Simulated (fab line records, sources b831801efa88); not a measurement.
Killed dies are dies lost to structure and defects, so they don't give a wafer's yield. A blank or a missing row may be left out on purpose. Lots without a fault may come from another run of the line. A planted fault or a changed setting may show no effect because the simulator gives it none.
Problem report in the 8D (eight disciplines) form, filled by code | flow gf180mcu | the parts of the form that need people (team, actions taken, sign-off) are left out

1. THE PROBLEM
wafer_temp_C_max at GF_SALICIDE_RTA_06 reads a mean of 489.3 on 6 wafers of 2 lots; wafers without a fault read 533.5 with a standard deviation of 0.88. That is -50 standard deviations from the usual mean.
The step: time 30 s.
First seen on wafer L684.3, day 17 14:41, on rtp_anneal-02. The record holds 42 wafers of 14 lots with a number at this step. Rule for "out", or "out of limits": more than 4 standard deviations from the usual mean. The other wafers with a number count as sound.

2. WHAT IT IS AND WHAT IT IS NOT
question                    | is                               | is not
which readings at this step | wafer_temp_C_max, lamp_power_pct | -
which lots                  | L684, L685                       | L678, L680, L686, L689, L691, L693, L694, L695, L697, L698, L699, L700
which wafers of those lots  | all that have a number           | -
read on which tools         | rtp_anneal-02                    | rtp_anneal-01
when                        | from day 17 14:41                | up to then (6 sound wafers); but 30 sound wafers of L686, L689, L691, L693, L694, L695, L697, L698, L699, L700 came after

3. SUSPECTS, AND WHAT RULES EACH OUT
Counting: a tool at a process step up to the reading stays a suspect if it ran every lot that is out and no sound lot after the first of them.
- pvd_sputter-02 at GF_SALICIDE_SPUTTER_02 (material Co, target thk 10 nm, time 20 s): ruled out as a lasting fault. Sound lots L686, L689, L697, L699, L700 ran on it after its first lot that is out, L684 (day 17 14:25).
- rtp_anneal-02 at GF_SALICIDE_RTA_06 (time 30 s): ruled out as a lasting fault. Sound lots L693, L694, L697, L698, L699 ran on it after its first lot that is out, L684 (day 17 14:41).
Left after counting: nothing in the record.

4. THE CAUSE (what the simulator had put in)
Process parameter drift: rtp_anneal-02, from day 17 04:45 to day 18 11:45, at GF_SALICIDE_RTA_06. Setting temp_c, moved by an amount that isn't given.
Counting ruled it out, wrongly.

5. THE CHAIN OF EFFECTS, in route order
Each row: a reading whose mean over the struck wafers that have a number lies more than 3 standard deviations from the usual. Only readings for which the record gives a usual standard deviation are gone through. hours: the time from each lot's start at the first step in this table that gives one to its start at this step, as a median over the lots. sigmas: the change in usual standard deviations.
hours | step               | reading          | usual  | on struck wafers | change | sigmas
0     | GF_SALICIDE_RTA_06 | lamp_power_pct   | 6.51 % | 5.24             | -1.27  | -7.0
0     | GF_SALICIDE_RTA_06 | wafer_temp_C_max | 533.5  | 489.3            | -44.2  | -50
The process steps in it:
- GF_SALICIDE_RTA_06: time 30 s.
Later measuring or inspecting steps at which every struck wafer that the step has a row for has a number for every such reading, and none has moved that far: GF_M1_RS_MEAS_05.

6. WHAT WOULD HAVE CAUGHT IT SOONER
In this record the first reading out of limits was taken at day 17 14:41, 10 hours after the fault began at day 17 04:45.
